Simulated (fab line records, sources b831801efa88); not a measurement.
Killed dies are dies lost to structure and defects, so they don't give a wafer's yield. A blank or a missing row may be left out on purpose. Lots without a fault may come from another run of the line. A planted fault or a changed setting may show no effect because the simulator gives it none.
fab line records | flow sfq_line
record lots=6 wafers=17 last_day=91
route steps=325 shown M5@200 A5B@209 R5@212
lots that met no fault: from a run of the same line without faults
start_h: hours from the record's first day to the start of the lot's first wafer shown | wait_h: hours since the lot's step before | " the same as in the row above | L1.1+2: a row that stands for several wafers | - no value, or no start given | * or withheld: withheld | < > ~ a bound
route shown NAME@n: a module of which the file shows steps, and the number in the route of the first | usual: mean/standard deviation of fault-free wafers | same: alike in all rows | chamber/n: place in a boat | sites: the reading at each site | _std_site: their standard deviation | _edge_site: outer sites' mean less inner sites' | radius_mm: how far each site lies from the wafer's centre | mask NAME#n: copy n | behind: the tool/chamber that last shaped the wafer | hold: why the lot was held/for how many hours/how that ended | device: the transistor (n, p or np) that didn't switch | end of line: the same wafers' tests at the end of the route | a step without rows: its recipe alone | killed: dies lost to structure and defects at the first sort, not the wafer's yield | map: a wafer's dies, x killed, . not, _ none there
set.NAME: the setting as run; set.NAME@STEP: as run at that earlier step | model.NAME: the simulator's own value behind a step, which no gauge read
lots at some steps of the route; a table a step, a row a wafer
services: from which hour (start_h, from the record's first day; less than 0 if before it) a tool's chamber was out of use, for how many hours, and why
## steps
# step SFQ_TRILAYER_M5_LITHO_SOFTBAKE_127
# recipe temp_c=withheld time_s=withheld resist=KrF
# step SFQ_TRILAYER_M5_LITHO_EXPOSE_124
# recipe mask_id=M5 na=0.6 source_shape=conventional sigma_outer=0.65 target_cd_nm=700 dose_mj=14.4
# step SFQ_TRILAYER_M5_LITHO_PEB_126
# recipe peb_temp_c=115 peb_time_s=60 resist=KrF
# step SFQ_TRILAYER_M5_LITHO_DEVELOP_125
# recipe time_s=60 resist=KrF
# step SFQ_M5_OVL_MEAS_932
# usual M5_OVL=0/5.3
# columns lot.wafer tool chamber start_h wait_h M5_OVL[nm]
L233.1 overlay-02 - 1428.85 0.1 -9
L233.3 " - " " -5
L233.4 " - " " -6
L240.1 overlay-01 - 1447.53 0.1 -2
L240.4 " - " " 3
L240.5 " - " " -1
L242.4 overlay-01 - 1454.75 0.1 2
L242.5 " - " " -1
L251.2 overlay-02 - 1542.12 0.1 3
L251.4 " - " " -1
L251.5 " - " " 2
L253.2 overlay-02 - 1591.32 0.1 -5
L253.4 " - " " 5
L253.6 " - " " 5
L254.1 overlay-02 - 1605.84 0.1 4
L254.3 " - " " -1
L254.5 " - " " 2
# step SFQ_TRILAYER_M5_BARC_OPEN_METAL_ETCH_161
# recipe mask_material=PR chemistry=O2 target_depth_nm=125 target=BARC icp_w=600 bias_w=80 pressure_mtorr=10 time_s=41.7
# usual chamber_pressure_mTorr=10.000/0.0088 drypump_motor_current_A=5.8/0.34 oes_product_au=0.685/0.0046
# columns lot.wafer tool chamber start_h wait_h chamber_pressure_mTorr drypump_motor_current_A oes_product_au rf_hours_counter_h
L233.1 rie_metal-02 0 1428.89 0.0 10.011 5.5 0.687 115
L233.3 " 1 " " 9.997 6.3 0.683 -
L233.4 " 0 " " 10.007 5.5 0.677 -
L240.1 rie_metal-01 1 1447.56 0.0 10.019 5.4 0.687 45
L240.4 " 0 " " 9.989 5.5 0.675 -
L240.5 " 0 " " 10.011 5.5 0.685 -
L242.4 rie_metal-03 0 1454.78 0.0 10.002 5.9 0.686 -
L242.5 " 0 " " 10.010 5.9 0.687 -
L251.2 rie_metal-02 1 1542.15 0.0 10.002 6.3 0.691 48
L251.4 " 1 " " 10.001 6.3 0.689 -
L251.5 " 0 " " 10.005 5.5 0.682 -
L253.2 rie_metal-02 1 1591.35 0.0 10.005 6.3 0.680 53
L253.4 " 0 " " 9.999 5.5 0.679 -
L253.6 " 0 " " 10.008 5.4 0.679 -
L254.1 rie_metal-02 1 1605.88 0.0 10.004 6.3 0.690 55
L254.3 " 1 " " 9.991 6.3 0.687 -
L254.5 " 1 " " 10.015 6.3 0.687 -
# step SFQ_TRILAYER_M5_ETCH_METAL_ETCH_126
# recipe target=Nb stop_on=SiO2 mask_material=PR over_etch_frac=0.15 time_s=203.2 chemistry=Cl2/BCl3 target_depth_nm=265 icp_w=600 bias_w=80 pressure_mtorr=10
# step SFQ_TRILAYER_M5_STRIP_STRIP_127
# recipe gas=O2 power_w=200 platen_temp_c=40 overash_fraction=0.65 chemistry=O2 pressure_mtorr=50
# usual chamber_pressure_mTorr=50.00/0.049 drypump_motor_current_A=5.8/0.34 oes_product_au=1.004/0.0089
# columns lot.wafer tool chamber start_h wait_h chamber_pressure_mTorr drypump_motor_current_A oes_product_au rf_hours_counter_h
L233.1 rie_metal-02 0 1429.14 0.1 49.97 5.5 1.003 116
L233.3 " 1 " " 49.97 6.3 1.006 -
L233.4 " 0 " " 50.05 5.5 0.999 -
L240.1 rie_metal-01 1 1447.82 0.1 50.05 5.4 1.010 45
L240.4 " 0 " " 49.92 5.5 1.003 -
L240.5 " 0 " " 49.99 5.5 0.994 -
L242.4 rie_metal-03 0 1455.22 0.3 50.02 5.9 0.996 -
L242.5 " 0 " " 50.05 5.9 1.008 -
L251.2 rie_metal-02 1 1542.41 0.1 50.02 6.3 1.013 48
L251.4 " 1 " " 49.97 6.3 1.027 -
L251.5 " 0 " " 49.95 5.5 0.983 -
L253.2 rie_metal-02 1 1591.61 0.1 50.01 6.3 0.994 54
L253.4 " 0 " " 50.13 5.5 0.988 -
L253.6 " 0 " " 49.99 5.5 0.999 -
L254.1 rie_metal-02 1 1606.13 0.1 49.92 6.3 1.011 55
L254.3 " 1 " " 50.02 6.3 1.001 -
L254.5 " 1 " " 49.93 6.3 1.001 -
# step SFQ_TRILAYER_M5_STRIP_SOLV_CLEAN_128
# recipe chemistry=NMP temp_c=70 time_s=600
# step SFQ_TRILAYER_A5B_DEP_PECVD_129
# recipe material=SiO2 temp_c=150 time_s=133.33 pressure_torr=2.4 rf_w=183.3 precursor=SiH4/N2O target_thk_nm=600
# usual heater_power_w=83/17 throttle_valve_pct=24.9/1.8
# columns lot.wafer tool chamber start_h wait_h heater_power_w throttle_valve_pct
L233.1 pecvd-04 0 1429.91 0.0 63 26.0
L233.3 " 2 " " 86 25.0
L233.4 " 2 " " 87 25.0
L240.1 pecvd-04 0 1448.59 0.0 63 26.2
L240.4 " 2 " " 89 24.9
L240.5 " 0 " " 67 26.5
L242.4 pecvd-03 0 1455.85 0.0 68 27.8
L242.5 " 1 " " 74 24.6
L251.2 pecvd-04 2 1543.18 0.0 83 25.4
L251.4 " 1 " " 62 26.4
L251.5 " 2 " " 90 25.4
L253.2 pecvd-01 2 1592.38 0.0 86 23.7
L253.4 " 2 " " 87 23.8
L253.6 " 1 " " 106 22.2
L254.1 pecvd-01 2 1606.91 0.0 86 24.1
L254.3 " 0 " " 84 23.2
L254.5 " 2 " " 88 24.0
# step SFQ_TRILAYER_A5B_CMP_CMP_130
# recipe stop_on=Nb down_force_psi=3 platen_rpm=60 target_thk_nm=340.7
# step SFQ_TRILAYER_A5B_METRO_MEASURE_131
# usual thk_nm=339/4.9
# columns lot.wafer tool chamber start_h wait_h thk_nm
L233.1 film_metro-01 - 1433.01 1.0 340
L233.3 " - " " 341
L233.4 " - " " 343
L240.1 film_metro-04 - 1454.92 1.0 348
L240.4 " - " " 337
L240.5 " - " " 339
L242.4 film_metro-01 - 1461.52 3.1 336
L242.5 " - " " 332
L251.2 film_metro-04 - 1547.67 2.2 344
L251.4 " - " " 340
L251.5 " - " " 344
L253.2 film_metro-02 - 1595.67 1.2 338
L253.4 " - " " 334
L253.6 " - " " 335
L254.1 film_metro-01 - 1610.00 2.0 341
L254.3 " - " " 334
L254.5 " - " " 341
# step SFQ_TRILAYER_R5_DEP_SPUTTER_132
# recipe material=Ti base_pressure_pa=1.33e-06 target_thk_nm=5 power_w=2000 time_s=5 chamber_pressure_pa=0.4
# usual throttle_valve_pct=30.2/1.1
# columns lot.wafer tool chamber start_h wait_h throttle_valve_pct model.Ti_of_TRILAYER_R5_DEP_SPUTTER_132.thk_nm
L233.1 pvd_sputter-06 - 1434.21 1.0 28.9 4.898
L233.3 " - " " 31.1 4.889
L233.4 " - " " 28.8 5.044
L240.1 pvd_sputter-04 - 1456.12 1.0 31.0 5.076
L240.4 " - " " 31.2 3.848
L240.5 " - " " 30.7 4.974
L242.4 pvd_sputter-04 - 1462.12 0.4 31.4 3.73
L242.5 " - " " 30.9 5.122
L251.2 pvd_sputter-04 - 1548.67 0.8 30.9 5.271
L251.4 " - " " 31.3 5.209
L251.5 " - " " 29.1 5.167
L253.2 pvd_sputter-05 - 1596.67 0.8 31.0 5.075
L253.4 " - " " 30.2 5.039
L253.6 " - " " 28.2 5.036
L254.1 pvd_sputter-06 - 1611.20 1.0 31.4 4.973
L254.3 " - " " 28.8 4.983
L254.5 " - " " 28.8 5.002
# step SFQ_TRILAYER_R5_DEP_SPUTTER_133
# recipe material=MoNx base_pressure_pa=1.33e-06 target_thk_nm=40 power_w=1000 time_s=66.7 chamber_pressure_pa=0.4
# usual throttle_valve_pct=30.2/1.1
# columns lot.wafer tool chamber start_h wait_h throttle_valve_pct
L233.1 pvd_sputter-06 - 1434.22 0.0 29.0
L233.3 " - " " 31.3
L233.4 " - " " 28.8
L240.1 pvd_sputter-04 - 1456.14 0.0 31.0
L240.4 " - " " 30.9
L240.5 " - " " 30.9
L242.4 pvd_sputter-04 - 1462.14 0.0 31.2
L242.5 " - " " 31.1
L251.2 pvd_sputter-04 - 1548.69 0.0 31.0
L251.4 " - " " 31.5
L251.5 " - " " 29.0
L253.2 pvd_sputter-05 - 1596.69 0.0 31.0
L253.4 " - " " 30.2
L253.6 " - " " 28.1
L254.1 pvd_sputter-06 - 1611.22 0.0 31.4
L254.3 " - " " 28.8
L254.5 " - " " 28.6
## services
# columns tool chamber start_h hours kind
pvd_sputter-04 - 1405.97 4.9 repair
film_metro-01 - 1416.00 0.6 pm
film_metro-04 - 1419.81 1.4 pm
film_metro-02 - 1428.67 21.5 pm
pecvd-04 - 1434.15 5.5 pm
film_metro-02 - 1450.19 0.4 pm
film_metro-02 - 1454.70 2.0 repair
film_metro-01 - 1464.94 0.6 pm
pecvd-01 1 1489.93 15.3 repair
film_metro-04 - 1491.93 0.6 pm
pvd_sputter-06 - 1515.53 3.4 repair
film_metro-02 - 1530.90 1.0 pm
film_metro-04 - 1534.70 1.5 pm
pvd_sputter-06 - 1551.69 1.8 repair
pvd_sputter-06 - 1554.56 5.6 repair
pvd_sputter-05 - 1556.15 9.3 repair
pvd_sputter-04 - 1556.90 1.9 repair
film_metro-02 - 1562.85 0.3 pm
film_metro-02 - 1576.21 3.2 repair
pecvd-03 - 1582.90 5.5 pm
film_metro-01 - 1586.60 0.2 pm
pvd_sputter-06 - 1594.89 11.3 repair
rie_metal-01 - 1601.27 2.8 pm
pvd_sputter-04 - 1610.57 8.6 repair
## key
first_sign none at tools or gauges
model_effect step=SFQ_TRILAYER_R5_DEP_SPUTTER_132 value=Ti_of_TRILAYER_R5_DEP_SPUTTER_132.thk_nm without=5.108 struck=3.789
met_at SFQ_TRILAYER_R5_DEP_SPUTTER_132
struck_wafers L240.4,L242.4
fault kind=process_parameter_drift tool=pvd_sputter-04 chamber=- onset_h=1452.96 steps=SFQ_TRILAYER_R5_DEP_SPUTTER_132 channel=time_s offset=* shape=step end_h=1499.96 scope=struck_wafers_only acts_in=* stated=*
